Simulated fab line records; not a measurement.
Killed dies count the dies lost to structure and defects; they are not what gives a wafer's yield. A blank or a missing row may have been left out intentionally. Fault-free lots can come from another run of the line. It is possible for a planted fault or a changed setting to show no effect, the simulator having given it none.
fab line records + flow gf180mcu
[record]
- lots = 14
- wafers = 42
- lastDay = 34
route steps=602 shown VT_IMPLANT@119 DUAL_GATE@152 POLY_GATE@157 HV_LDD@184
lots that met no fault: taken from a fault-free run of the same line
startH: hours from the record's opening day to when the first of the lot's shown wafers began + waitH: hours elapsed since this lot's preceding step + " the same as in the row above + L1.1+2: one row covering several wafers at once + - either no value or no given start + * or withheld: withheld + < > ~ a bound
route shown NAME@n: names a module that has steps shown in the file, with the first one's number in the route + usual: average and standard deviation across the fault-free wafers + same: alike in all rows + chamber/n: place in a boat + sites: the reading at each site + _std_site: standard deviation of those values + _edge_site: the outer-site mean with the inner-site mean subtracted + radiusMm: how far each site lies from the wafer's centre + mask NAME#n: copy n + behind: tool/chamber where the wafer was last shaped + hold: reason for holding the lot/hours on hold/outcome of the hold + device: whichever transistor did not switch (one of n, p or np) + end of line: tests of these same wafers at the route's end + a step without rows: its recipe alone + killed: at the first sort, the dies lost to defects and structure; wafer yield is something else + map: dies across one wafer; x = killed, . = not, _ = none there
set.NAME: setting as actually run; set.NAME@STEP: the setting as run at that earlier step + model.NAME: the simulator's own value behind a step, which no gauge read
the route's steps for a sample of lots (tables are steps, rows are wafers)
services: a tool's chamber out of use, with start hour (startH, from the record's first day; less than 0 if before it), hours out, and reason
[[steps]]
[step GF_VT_IMPLANT_OVL_MEAS_29]
[usual]
- VT_IMPLANT_02_OVL = -0.3/1.5
| lot.wafer | tool       | chamber | startH | waitH | VT_IMPLANT_02_OVL[nm] |
|-----------|------------|---------|--------|-------|-----------------------|
| L579.2    | overlay-01 | -       | 153.26 | 0.1   | -2.4                  |
| L579.3    | "          | -       | "      | "     | -0.8                  |
| L579.5    | "          | -       | "      | "     | 0.5                   |
| L580.1    | overlay-01 | -       | 159.49 | 0.1   | -1.6                  |
| L580.3    | "          | -       | "      | "     | -0.4                  |
| L580.5    | "          | -       | "      | "     | -0.5                  |
| L582.2    | overlay-01 | -       | 173.76 | 0.1   | -2.4                  |
| L582.4    | "          | -       | "      | "     | -1.4                  |
| L582.6    | "          | -       | "      | "     | -0.8                  |
| L583.2    | overlay-02 | -       | 180.31 | 0.1   | 0.7                   |
| L583.5    | "          | -       | "      | "     | -1.0                  |
| L583.6    | "          | -       | "      | "     | 0.2                   |
| L584.2    | overlay-02 | -       | 186.21 | 0.1   | 1.7                   |
| L584.3    | "          | -       | "      | "     | 1.6                   |
| L584.6    | "          | -       | "      | "     | 0.3                   |
| L586.2    | overlay-01 | -       | 200.01 | 0.1   | -0.6                  |
| L586.3    | "          | -       | "      | "     | 0.0                   |
| L586.6    | "          | -       | "      | "     | 0.3                   |
| L588.3    | overlay-01 | -       | 213.37 | 0.1   | -1.3                  |
| L588.5    | "          | -       | "      | "     | 1.3                   |
| L588.6    | "          | -       | "      | "     | 1.0                   |
| L590.2    | overlay-01 | -       | 225.11 | 0.1   | -2.2                  |
| L590.5    | "          | -       | "      | "     | -3.0                  |
| L590.6    | "          | -       | "      | "     | -1.6                  |
| L591.2    | overlay-01 | -       | 232.11 | 0.1   | -0.4                  |
| L591.3    | "          | -       | "      | "     | -1.0                  |
| L591.5    | "          | -       | "      | "     | -0.1                  |
| L592.1    | overlay-01 | -       | 238.79 | 0.1   | -1.5                  |
| L592.2    | "          | -       | "      | "     | -0.2                  |
| L592.3    | "          | -       | "      | "     | -1.1                  |
| L593.2    | overlay-02 | -       | 248.26 | 0.1   | 0.6                   |
| L593.4    | "          | -       | "      | "     | 0.1                   |
| L593.5    | "          | -       | "      | "     | 0.6                   |
| L594.3    | overlay-01 | -       | 253.12 | 0.1   | 0.2                   |
| L594.4    | "          | -       | "      | "     | 1.6                   |
| L594.6    | "          | -       | "      | "     | 0.8                   |
| L595.2    | overlay-01 | -       | 262.01 | 0.1   | 1.5                   |
| L595.4    | "          | -       | "      | "     | 0.9                   |
| L595.6    | "          | -       | "      | "     | 0.0                   |
| L598.1    | overlay-02 | -       | 278.70 | 0.1   | -0.4                  |
| L598.3    | "          | -       | "      | "     | 0.3                   |
| L598.6    | "          | -       | "      | "     | -1.1                  |
[step GF_DUAL_GATE_OVL_MEAS_11]
[usual]
- DUAL_GATE_OVL = -0.5/1.3
| lot.wafer | tool       | chamber | startH | waitH | DUAL_GATE_OVL[nm] |
|-----------|------------|---------|--------|-------|-------------------|
| L579.2    | overlay-02 | -       | 189.05 | 0.1   | -2.1              |
| L579.3    | "          | -       | "      | "     | -1.7              |
| L579.5    | "          | -       | "      | "     | -2.5              |
| L580.1    | overlay-01 | -       | 197.90 | 0.1   | 0.6               |
| L580.3    | "          | -       | "      | "     | 0.5               |
| L580.5    | "          | -       | "      | "     | 0.1               |
| L582.2    | overlay-02 | -       | 211.21 | 0.1   | -1.6              |
| L582.4    | "          | -       | "      | "     | -0.9              |
| L582.6    | "          | -       | "      | "     | -0.7              |
| L583.2    | overlay-01 | -       | 216.21 | 0.1   | 1.5               |
| L583.5    | "          | -       | "      | "     | 0.9               |
| L583.6    | "          | -       | "      | "     | 0.4               |
| L584.2    | overlay-01 | -       | 224.20 | 0.1   | 0.9               |
| L584.3    | "          | -       | "      | "     | 0.3               |
| L584.6    | "          | -       | "      | "     | -0.5              |
| L586.2    | overlay-01 | -       | 238.01 | 0.1   | 1.8               |
| L586.3    | "          | -       | "      | "     | -0.7              |
| L586.6    | "          | -       | "      | "     | 0.4               |
| L588.3    | overlay-02 | -       | 253.27 | 0.1   | 0.4               |
| L588.5    | "          | -       | "      | "     | 1.0               |
| L588.6    | "          | -       | "      | "     | 0.3               |
| L590.2    | overlay-02 | -       | 264.20 | 0.1   | -2.5              |
| L590.5    | "          | -       | "      | "     | -1.4              |
| L590.6    | "          | -       | "      | "     | -0.3              |
| L591.2    | overlay-01 | -       | 272.54 | 0.1   | -0.5              |
| L591.3    | "          | -       | "      | "     | -3.8              |
| L591.5    | "          | -       | "      | "     | -0.8              |
| L592.1    | overlay-02 | -       | 279.75 | 0.1   | -0.4              |
| L592.2    | "          | -       | "      | "     | 0.6               |
| L592.3    | "          | -       | "      | "     | 0.6               |
| L593.2    | overlay-02 | -       | 289.04 | 0.1   | -1.4              |
| L593.4    | "          | -       | "      | "     | -0.1              |
| L593.5    | "          | -       | "      | "     | 0.3               |
| L594.3    | overlay-01 | -       | 295.80 | 0.1   | -0.4              |
| L594.4    | "          | -       | "      | "     | -0.1              |
| L594.6    | "          | -       | "      | "     | -0.2              |
| L595.2    | overlay-02 | -       | 305.21 | 0.1   | -0.2              |
| L595.4    | "          | -       | "      | "     | 0.2               |
| L595.6    | "          | -       | "      | "     | -0.8              |
| L598.1    | overlay-01 | -       | 321.90 | 0.1   | 0.5               |
| L598.3    | "          | -       | "      | "     | -0.3              |
| L598.6    | "          | -       | "      | "     | -0.5              |
[step GF_POLY_GATE_CVD_00]
[recipe]
- material = poly-Si
- targetThkNm = 200
- tempC = 620
- timeS = 1200
- pressureMtorr = 200
[usual]
- spikeTcBottomC = 639.7/2.8
- spikeTcCentreC = 620.8/1.3
- spikeTcLowerC = 619.4/1.7
- spikeTcTopC = 641.6/1.3
- spikeTcUpperC = 620.3/1.4
- susceptorTempC = 620.1/0.33
| lot.wafer | tool     | chamber | startH | waitH | spikeTcBottomC | spikeTcCentreC | spikeTcLowerC | spikeTcTopC | spikeTcUpperC | susceptorTempC |
|-----------|----------|---------|--------|-------|----------------|----------------|---------------|-------------|---------------|----------------|
| L579.2    | lpcvd-01 | 1       | 191.82 | 0.0   | 639.6          | 617.9          | 618.6         | 640.7       | 619.4         | 619.7          |
| L579.3    | "        | 1       | "      | "     | 642.2          | 621.6          | 618.1         | 640.2       | 618.9         | 619.5          |
| L579.5    | "        | 1       | "      | "     | 641.8          | 619.3          | 617.9         | 640.4       | 620.4         | 619.3          |
| L580.1    | lpcvd-02 | 1       | 199.72 | 0.0   | 636.5          | 620.8          | 622.4         | 643.5       | 620.4         | 619.8          |
| L580.3    | "        | 1       | "      | "     | 635.8          | 622.6          | 621.7         | 642.3       | 619.7         | 620.3          |
| L580.5    | "        | 1       | "      | "     | 635.8          | 619.3          | 621.8         | 642.8       | 618.0         | 619.9          |
| L582.2    | lpcvd-02 | 1       | 213.33 | 0.0   | 637.9          | 620.3          | 621.6         | 643.4       | 620.1         | 619.9          |
| L582.4    | "        | 1       | "      | "     | 636.9          | 620.4          | 622.2         | 644.3       | 618.6         | 619.7          |
| L582.6    | "        | 1       | "      | "     | 634.7          | 619.1          | 622.5         | 643.2       | 618.4         | 619.8          |
| L583.2    | lpcvd-02 | 0       | 218.17 | 0.0   | 642.2          | 620.2          | 618.6         | 640.9       | 620.6         | 620.7          |
| L583.5    | "        | 0       | "      | "     | 641.6          | 622.1          | 618.5         | 639.6       | 621.2         | 620.1          |
| L583.6    | "        | 0       | "      | "     | 643.4          | 622.7          | 618.5         | 640.7       | 620.3         | 620.6          |
| L584.2    | lpcvd-02 | 0       | 226.01 | 0.0   | 641.4          | 621.9          | 617.9         | 640.7       | 622.1         | 619.8          |
| L584.3    | "        | 0       | "      | "     | 642.2          | 619.3          | 618.9         | 640.5       | 622.0         | 619.6          |
| L584.6    | "        | 0       | "      | "     | 641.7          | 620.3          | 619.0         | 640.8       | 622.3         | 620.0          |
| L586.2    | lpcvd-02 | 1       | 240.02 | 0.0   | 636.2          | 620.8          | 621.9         | 644.0       | 621.0         | 620.4          |
| L586.3    | "        | 1       | "      | "     | 637.0          | 619.5          | 621.5         | 642.3       | 617.5         | 620.6          |
| L586.6    | "        | 1       | "      | "     | 636.2          | 620.4          | 623.1         | 643.6       | 621.6         | 620.1          |
| L588.3    | lpcvd-02 | 0       | 255.34 | 0.0   | 642.8          | 621.6          | 619.6         | 639.6       | 621.4         | 620.3          |
| L588.5    | "        | 0       | "      | "     | 641.7          | 622.4          | 621.1         | 640.7       | 622.2         | 619.9          |
| L588.6    | "        | 0       | "      | "     | 642.8          | 621.8          | 619.6         | 639.9       | 621.7         | 620.3          |
| L590.2    | lpcvd-01 | 0       | 266.03 | 0.0   | 638.7          | 624.4          | 617.8         | 641.8       | 619.9         | 620.3          |
| L590.5    | "        | 0       | "      | "     | 638.2          | 621.2          | 618.2         | 640.6       | 618.2         | 620.0          |
| L590.6    | "        | 0       | "      | "     | 638.7          | 622.2          | 620.4         | 641.7       | 619.9         | 620.1          |
| L591.2    | lpcvd-02 | 1       | 275.46 | 0.0   | 636.6          | 620.3          | 621.0         | 641.2       | 619.1         | 620.3          |
| L591.3    | "        | 1       | "      | "     | 636.0          | 620.4          | 621.2         | 642.3       | 617.5         | 619.7          |
| L591.5    | "        | 1       | "      | "     | 635.5          | 619.4          | 621.5         | 644.0       | 620.9         | 619.8          |
| L592.1    | lpcvd-02 | 0       | 283.39 | 0.0   | 642.2          | 623.1          | 617.4         | 641.1       | 621.4         | 620.6          |
| L592.2    | "        | 0       | "      | "     | 643.0          | 619.4          | 619.6         | 641.1       | 621.5         | 620.5          |
| L592.3    | "        | 0       | "      | "     | 641.7          | 619.6          | 620.0         | 640.8       | 621.8         | 619.9          |
| L593.2    | lpcvd-01 | 0       | 291.20 | 0.0   | 638.9          | 621.3          | 618.7         | 643.8       | 620.2         | 620.6          |
| L593.4    | "        | 0       | "      | "     | 640.2          | 621.5          | 618.4         | 641.1       | 617.9         | 620.4          |
| L593.5    | "        | 0       | "      | "     | 638.3          | 624.0          | 620.0         | 641.6       | 620.1         | 619.9          |
| L594.3    | lpcvd-02 | 1       | 298.07 | 0.0   | 635.3          | 618.9          | 621.1         | 642.7       | 618.1         | 620.3          |
| L594.4    | "        | 1       | "      | "     | 636.3          | 618.5          | 620.2         | 644.0       | 621.1         | 620.8          |
| L594.6    | "        | 1       | "      | "     | 637.6          | 620.4          | 620.2         | 643.3       | 619.2         | 620.4          |
| L595.2    | lpcvd-01 | 0       | 308.07 | 0.0   | 591.0          | 571.7          | 571.6         | 594.4       | 573.5         | 572.4          |
| L595.4    | "        | 0       | "      | "     | 593.8          | 573.8          | 572.0         | 595.6       | 573.5         | 571.8          |
| L595.6    | "        | 0       | "      | "     | 591.9          | 573.7          | 569.3         | 596.6       | 571.7         | 572.1          |
| L598.1    | lpcvd-01 | 0       | 324.72 | 0.0   | 593.3          | 572.9          | 570.8         | 597.3       | 570.9         | 572.6          |
| L598.3    | "        | 0       | "      | "     | 590.6          | 572.0          | 571.8         | 596.5       | 572.9         | 572.5          |
| L598.6    | "        | 0       | "      | "     | 592.0          | 573.9          | 570.1         | 596.2       | 572.7         | 572.5          |
[step GF_POLY_GATE_THK_MEAS_01]
[recipe]
- reads = poly-Si_of_POLY_GATE_CVD_00
[usual]
- POLY_GATE_CVD_00_THK = 200.6/1.8
| lot.wafer | tool         | chamber | startH | waitH | POLY_GATE_CVD_00_THK[nm] |
|-----------|--------------|---------|--------|-------|--------------------------|
| L579.2    | filmMetro-04 | -       | 193.16 | 0.0   | 199.7                    |
| L579.3    | "            | -       | "      | "     | 198.7                    |
| L579.5    | "            | -       | "      | "     | 199.5                    |
| L580.1    | filmMetro-04 | -       | 201.05 | 0.0   | 202.1                    |
| L580.3    | "            | -       | "      | "     | 200.9                    |
| L580.5    | "            | -       | "      | "     | 200.5                    |
| L582.2    | filmMetro-04 | -       | 214.68 | 0.0   | 202.0                    |
| L582.4    | "            | -       | "      | "     | 201.0                    |
| L582.6    | "            | -       | "      | "     | 201.6                    |
| L583.2    | filmMetro-03 | -       | 219.52 | 0.0   | 202.3                    |
| L583.5    | "            | -       | "      | "     | 203.0                    |
| L583.6    | "            | -       | "      | "     | 201.5                    |
| L584.2    | filmMetro-02 | -       | 227.35 | 0.0   | 202.2                    |
| L584.3    | "            | -       | "      | "     | 201.3                    |
| L584.6    | "            | -       | "      | "     | 202.9                    |
| L586.2    | filmMetro-03 | -       | 241.37 | 0.0   | 200.6                    |
| L586.3    | "            | -       | "      | "     | 202.4                    |
| L586.6    | "            | -       | "      | "     | 201.9                    |
| L588.3    | filmMetro-04 | -       | 256.69 | 0.0   | 201.0                    |
| L588.5    | "            | -       | "      | "     | 200.4                    |
| L588.6    | "            | -       | "      | "     | 199.8                    |
| L590.2    | filmMetro-03 | -       | 267.37 | 0.0   | 200.3                    |
| L590.5    | "            | -       | "      | "     | 198.3                    |
| L590.6    | "            | -       | "      | "     | 198.4                    |
| L591.2    | filmMetro-04 | -       | 276.80 | 0.0   | 199.0                    |
| L591.3    | "            | -       | "      | "     | 199.7                    |
| L591.5    | "            | -       | "      | "     | 198.4                    |
| L592.1    | filmMetro-04 | -       | 284.72 | 0.0   | 198.1                    |
| L592.2    | "            | -       | "      | "     | 201.9                    |
| L592.3    | "            | -       | "      | "     | 199.5                    |
| L593.2    | filmMetro-02 | -       | 292.54 | 0.0   | 198.9                    |
| L593.4    | "            | -       | "      | "     | 198.0                    |
| L593.5    | "            | -       | "      | "     | 200.0                    |
| L594.3    | filmMetro-03 | -       | 299.42 | 0.0   | 204.7                    |
| L594.4    | "            | -       | "      | "     | 202.4                    |
| L594.6    | "            | -       | "      | "     | 199.5                    |
| L595.2    | filmMetro-02 | -       | 309.41 | 0.0   | 60.2                     |
| L595.4    | "            | -       | "      | "     | 61.6                     |
| L595.6    | "            | -       | "      | "     | 59.3                     |
| L598.1    | filmMetro-04 | -       | 326.06 | 0.0   | 59.1                     |
| L598.3    | "            | -       | "      | "     | 58.7                     |
| L598.6    | "            | -       | "      | "     | 59.9                     |
[step GF_POLY_GATE_ETCH_13]
[recipe]
- target = poly-Si
- targetDepthNm = 198.5
- stopOn = SiO2
- overEtchFrac = 0.403
- chemistry = HBr/Cl2
- icpW = 400
- biasW = 100
- pressureMtorr = 10
- HBr_flow_sccm = 150
- Cl2_flow_sccm = 50
- timeS = 69.6
[usual]
- drypumpMotorCurrentA = 5.9/0.4
- oesProductAu = 0.992/0.0071
- rfFwdPowerW = 396.3/1.5
- throttleValvePct = 33.684/0.0094
[same]
- overEtchFrac = 0.403
| lot.wafer | tool     | chamber | startH | waitH | drypumpMotorCurrentA | oesProductAu | rfFwdPowerW | rfHoursCounterH | throttleValvePct |
|-----------|----------|---------|--------|-------|----------------------|--------------|-------------|-----------------|------------------|
| L579.2    | rieSi-02 | 1       | 210.31 | -     | 6.4                  | 0.997        | 394.6       | 0               | 33.682           |
| L579.3    | "        | 3       | "      | "     | 6.1                  | 0.987        | 395.2       | 0               | 33.702           |
| L579.5    | "        | 3       | "      | "     | 6.1                  | 0.988        | 395.7       | -               | 33.684           |
| L580.1    | rieSi-01 | 1       | 218.66 | -     | 5.9                  | 0.997        | 397.6       | 3               | 33.689           |
| L580.3    | "        | 3       | "      | "     | 5.3                  | 0.996        | 395.1       | 23              | 33.691           |
| L580.5    | "        | 0       | "      | "     | 5.7                  | 0.983        | 397.1       | -               | 33.689           |
| L582.2    | rieSi-02 | 3       | 233.11 | -     | 6.1                  | 0.999        | 392.8       | 1               | 33.684           |
| L582.4    | "        | 1       | "      | "     | 6.4                  | 0.989        | 397.6       | 1               | 33.695           |
| L582.6    | "        | 0       | "      | "     | 6.4                  | 0.991        | 398.3       | -               | 33.677           |
| L583.2    | rieSi-02 | 2       | 237.68 | -     | 5.5                  | 0.994        | 396.0       | 2               | 33.685           |
| L583.5    | "        | 2       | "      | "     | 5.5                  | 0.993        | 396.6       | -               | 33.671           |
| L583.6    | "        | 3       | "      | "     | 6.1                  | 0.975        | 395.6       | -               | 33.685           |
| L584.2    | rieSi-02 | 1       | 246.21 | -     | 6.4                  | 0.999        | 395.4       | 1               | 33.685           |
| L584.3    | "        | 3       | "      | "     | 6.1                  | 0.988        | 394.8       | 1               | 33.689           |
| L584.6    | "        | 1       | "      | "     | 6.4                  | 0.987        | 397.0       | -               | 33.674           |
| L586.2    | rieSi-01 | 0       | 260.36 | -     | 5.7                  | 0.993        | 396.8       | 0               | 33.688           |
| L586.3    | "        | 1       | "      | "     | 5.9                  | 0.990        | 396.6       | 4               | 33.684           |
| L586.6    | "        | 1       | "      | "     | 5.9                  | 1.000        | 397.8       | -               | 33.685           |
| L588.3    | rieSi-02 | 0       | 275.96 | -     | 6.4                  | 0.993        | 396.1       | 57              | 33.676           |
| L588.5    | "        | 3       | "      | "     | 6.1                  | 0.987        | 392.8       | -               | 33.692           |
| L588.6    | "        | 0       | "      | "     | 6.4                  | 1.001        | 396.8       | -               | 33.683           |
| L590.2    | rieSi-02 | 2       | 287.21 | -     | 5.5                  | 0.988        | 396.3       | 2               | 33.687           |
| L590.5    | "        | 1       | "      | "     | 6.4                  | 0.989        | 397.0       | -               | 33.674           |
| L590.6    | "        | 2       | "      | "     | 5.5                  | 0.984        | 396.8       | -               | 33.677           |
| L591.2    | rieSi-01 | 2       | 297.41 | -     | 5.8                  | 0.992        | 396.8       | 1               | 33.673           |
| L591.3    | "        | 0       | "      | "     | 5.7                  | 0.988        | 398.1       | 0               | 33.703           |
| L591.5    | "        | 3       | "      | "     | 5.3                  | 0.985        | 395.2       | -               | 33.684           |
| L592.1    | rieSi-01 | 1       | 305.26 | -     | 5.9                  | 0.992        | 396.8       | 4               | 33.685           |
| L592.2    | "        | 0       | "      | "     | 5.7                  | 0.990        | 398.1       | 1               | 33.670           |
| L592.3    | "        | 3       | "      | "     | 5.3                  | 0.995        | 394.6       | 23              | 33.698           |
| L593.2    | rieSi-02 | 1       | 312.95 | -     | 6.5                  | 0.995        | 395.8       | 1               | 33.681           |
| L593.4    | "        | 3       | "      | "     | 6.1                  | 0.980        | 395.1       | 1               | 33.686           |
| L593.5    | "        | 3       | "      | "     | 6.1                  | 0.985        | 396.4       | -               | 33.696           |
| L594.3    | rieSi-01 | 2       | 319.11 | -     | 5.8                  | 0.989        | 398.7       | 1               | 33.666           |
| L594.4    | "        | 1       | "      | "     | 5.9                  | 1.000        | 395.9       | 5               | 33.687           |
| L594.6    | "        | 3       | "      | "     | 5.3                  | 0.986        | 394.3       | -               | 33.702           |
| L595.2    | rieSi-02 | 1       | 330.56 | -     | 6.4                  | 0.491        | 395.9       | 1               | 33.689           |
| L595.4    | "        | 2       | "      | "     | 5.5                  | 0.496        | 394.6       | 3               | 33.669           |
| L595.6    | "        | 0       | "      | "     | 6.4                  | 0.491        | 397.8       | -               | 33.703           |
| L598.1    | rieSi-02 | 2       | 347.31 | -     | 5.5                  | 0.490        | 397.0       | 3               | 33.689           |
| L598.3    | "        | 1       | "      | "     | 6.4                  | 0.483        | 398.6       | 2               | 33.686           |
| L598.6    | "        | 3       | "      | "     | 6.1                  | 0.487        | 394.9       | -               | 33.688           |
[step GF_HV_LDD_OVL_MEAS_08]
[usual]
- HV_LDD_OVL = -0.3/1.6
| lot.wafer | tool       | chamber | startH | waitH | HV_LDD_OVL[nm] |
|-----------|------------|---------|--------|-------|----------------|
| L579.2    | overlay-01 | -       | 229.78 | 0.1   | 0.2            |
| L579.3    | "          | -       | "      | "     | 0.4            |
| L579.5    | "          | -       | "      | "     | 1.0            |
| L580.1    | overlay-01 | -       | 239.51 | 0.1   | 1.1            |
| L580.3    | "          | -       | "      | "     | -0.6           |
| L580.5    | "          | -       | "      | "     | 0.1            |
| L582.2    | overlay-01 | -       | 253.76 | 0.1   | -1.1           |
| L582.4    | "          | -       | "      | "     | -1.7           |
| L582.6    | "          | -       | "      | "     | -1.8           |
| L583.2    | overlay-02 | -       | 258.18 | 0.1   | 1.4            |
| L583.5    | "          | -       | "      | "     | 0.6            |
| L583.6    | "          | -       | "      | "     | 0.3            |
| L584.2    | overlay-01 | -       | 267.13 | 0.1   | 0.5            |
| L584.3    | "          | -       | "      | "     | 0.1            |
| L584.6    | "          | -       | "      | "     | 0.6            |
| L586.2    | overlay-01 | -       | 281.22 | 0.1   | -2.9           |
| L586.3    | "          | -       | "      | "     | -2.6           |
| L586.6    | "          | -       | "      | "     | -2.9           |
| L588.3    | overlay-02 | -       | 298.37 | 0.1   | 1.3            |
| L588.5    | "          | -       | "      | "     | -1.0           |
| L588.6    | "          | -       | "      | "     | -0.2           |
| L590.2    | overlay-01 | -       | 309.58 | 0.1   | 0.0            |
| L590.5    | "          | -       | "      | "     | 0.0            |
| L590.6    | "          | -       | "      | "     | -0.3           |
| L591.2    | overlay-01 | -       | 319.22 | 0.1   | 1.3            |
| L591.3    | "          | -       | "      | "     | 0.4            |
| L591.5    | "          | -       | "      | "     | 0.4            |
| L592.1    | overlay-01 | -       | 327.01 | 0.1   | -4.9           |
| L592.2    | "          | -       | "      | "     | -4.8           |
| L592.3    | "          | -       | "      | "     | -5.0           |
| L593.2    | overlay-02 | -       | 335.51 | 0.1   | -1.0           |
| L593.4    | "          | -       | "      | "     | 1.8            |
| L593.5    | "          | -       | "      | "     | -1.8           |
| L594.3    | overlay-02 | -       | 342.57 | 0.1   | 0.5            |
| L594.4    | "          | -       | "      | "     | -1.2           |
| L594.6    | "          | -       | "      | "     | 0.3            |
| L595.2    | overlay-02 | -       | 354.63 | 0.1   | -0.2           |
| L595.4    | "          | -       | "      | "     | 0.3            |
| L595.6    | "          | -       | "      | "     | 1.1            |
| L598.1    | overlay-02 | -       | 371.62 | 0.1   | -1.6           |
| L598.3    | "          | -       | "      | "     | -3.9           |
| L598.6    | "          | -       | "      | "     | -2.1           |
[[services]]
| tool     | chamber | startH | hours | kind          |
|----------|---------|--------|-------|---------------|
| rieSi-02 | 3       | 169.33 | -     | clean         |
| rieSi-02 | 3       | 169.33 | 16.3  | scheduledDown |
| rieSi-02 | 3       | 169.33 | 16.3  | ventCycle     |
| rieSi-01 | 2       | 199.50 | -     | clean         |
| rieSi-01 | 2       | 199.50 | 24.7  | scheduledDown |
| rieSi-01 | 2       | 199.50 | 24.7  | ventCycle     |
| rieSi-01 | 1       | 202.32 | 13.6  | repair        |
| rieSi-01 | 0       | 224.24 | -     | clean         |
| rieSi-01 | 0       | 224.24 | 24.4  | scheduledDown |
| rieSi-01 | 0       | 224.24 | 24.4  | ventCycle     |
| rieSi-02 | 2       | 277.75 | 8.1   | repair        |
| rieSi-01 | 0       | 301.81 | 0.9   | repair        |
| rieSi-02 | 1       | 316.77 | 7.3   | repair        |
| rieSi-02 | 0       | 322.27 | 4.6   | repair        |
[[key]]
[firstSign]
- step = GF_POLY_GATE_CVD_00
- reading = susceptorTempC
- direction = down
- sigmas = 99+
- usual = *
- struck = *
[effect]
- step = GF_POLY_GATE_CVD_00
- reading = spikeTcCentreC
- direction = down
- sigmas = 37
- usual = 620.8
- struck = 573.0
[effect]
- step = GF_POLY_GATE_THK_MEAS_01
- reading = POLY_GATE_CVD_00_THK
- direction = down
- sigmas = 77
- usual = 200.6
- struck = 59.8
[effect]
- step = GF_POLY_GATE_ETCH_13
- reading = oesProductAu
- direction = down
- sigmas = 71
- usual = 0.992
- struck = 0.490
metAt GF_POLY_GATE_CVD_00
struckLots L595,L598
struckWafers L595.2,L595.4,L595.6,L598.1,L598.3,L598.6
sortLeftOut L595.2,L595.4,L595.6,L598.1,L598.3,L598.6
testerLeftOut L595,L598
notActingAt GF_VT_IMPLANT_OVL_MEAS_29,GF_DUAL_GATE_OVL_MEAS_11,GF_HV_LDD_OVL_MEAS_08
onsetBetween 291.20 308.07
[fault]
- kind = processParameterDrift
- tool = lpcvd-01
- chamber = 0
- onsetH = 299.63
- steps = GF_POLY_GATE_CVD_00
- channel = tempC
- offset = *
- shape = step
- endH = 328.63
- actsIn = *
- stated = *
// testerLeftOut: of these lots the tester's yield and bins aren't shown, on N5 and GAA mostly nor the transistor test; their killed dies are dies lost to structure and defects alone, not to doping, threshold or leakage, so they don't give the yield
// sortLeftOut: the simulated sort isn't trusted on such a fault, so these wafers' sort isn't shown, and their yield isn't known
